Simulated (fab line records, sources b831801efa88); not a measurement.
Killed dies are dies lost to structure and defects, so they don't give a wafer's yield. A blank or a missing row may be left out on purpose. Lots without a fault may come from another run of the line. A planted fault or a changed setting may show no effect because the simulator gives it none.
Problem report in the 8D (eight disciplines) form, filled by code | flow gf180mcu | the parts of the form that need people (team, actions taken, sign-off) are left out

1. THE PROBLEM
V1_W_RS at GF_V1_RS_MEAS_24 reads a mean of 0.358 ohm/sq on 4 wafers of 3 lots; wafers without a fault read 0.326 ohm/sq with a standard deviation of 0.0035. That is +9.1 standard deviations from the usual mean.
The step: measures by four-point-probe.
First seen on wafer L775.1, day 24 05:52, on film_metro-04. The record holds 34 wafers of 12 lots with a number at this step. Rule for "out", or "out of limits": more than 4 standard deviations from the usual mean. The other wafers with a number count as sound.

2. WHAT IT IS AND WHAT IT IS NOT
question                    | is                                          | is not
which readings at this step | V1_W_RS                                     | -
which lots                  | L775, L776, L777                            | L760, L761, L762, L763, L765, L767, L768, L778, L782
which wafers of those lots  | L775.1, L776.1, L776.6, L777.1              | L775.4, L776.2, L777.2
read on which gauges        | film_metro-01, film_metro-03, film_metro-04 | -
when                        | from day 24 05:52                           | up to then (22 sound wafers); but 8 sound wafers of L776, L777, L778, L782 came after

3. SUSPECTS, AND WHAT RULES EACH OUT
Counting: a tool at a process step up to the reading stays a suspect if it ran every lot that is out. Sound lots after the first of them don't rule it out here, since some wafers of a struck lot are sound.
- the gauge at GF_V1_RS_MEAS_24: ruled out. The wafers that are out were read on 3 gauges (film_metro-01, film_metro-03, film_metro-04).
- cvd_w-02 at GF_V1_CVD_23 (deposits W, target thk 350 nm, time 105.05 s): kept. It ran every lot that is out, first L775 (day 24 05:42); its last sound lot up to then is L768 (day 21 10:47).
Left after counting: cvd_w-02 at GF_V1_CVD_23.

4. THE CAUSE (what the simulator had put in)
Process parameter drift: cvd_w-02, from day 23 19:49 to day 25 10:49, at GF_V1_CVD_23. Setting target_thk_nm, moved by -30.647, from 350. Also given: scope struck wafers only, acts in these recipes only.
Counting left only this tool.

5. THE CHAIN OF EFFECTS, in route order
Each row: a reading whose mean over the struck wafers that have a number lies more than 3 standard deviations from the usual. Only readings for which the record gives a usual standard deviation are gone through. hours: the time from each lot's start at the first step in this table that gives one to its start at this step, as a median over the lots. sigmas: the change in usual standard deviations.
hours | step              | reading  | usual        | on struck wafers | change | sigmas
0     | GF_V1_RS_MEAS_24  | V1_W_RS  | 0.326 ohm/sq | 0.358            | +0.032 | +9.1
0     | GF_V1_THK_MEAS_25 | V1_W_THK | 354 nm       | 324              | -30    | -6.9
Later measuring or inspecting steps at which every struck wafer that the step has a row for has a number for every such reading, and none has moved that far: GF_V2_THK_MEAS_03.

6. WHAT WOULD HAVE CAUGHT IT SOONER
In this record the first reading out of limits at a measuring or inspecting step was taken at day 24 05:52, 10 hours after the fault began at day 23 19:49.
Of the tool readings at GF_V1_CVD_23 for which the record gives a usual standard deviation, none was out on any struck wafer, so an alarm limit of 4 standard deviations on them would not have fired.
Of the lots that are out (3), L776, L777 began GF_V1_CVD_23 on cvd_w-02 after day 24 05:52. A hold on the tool at that time would have spared those 2.
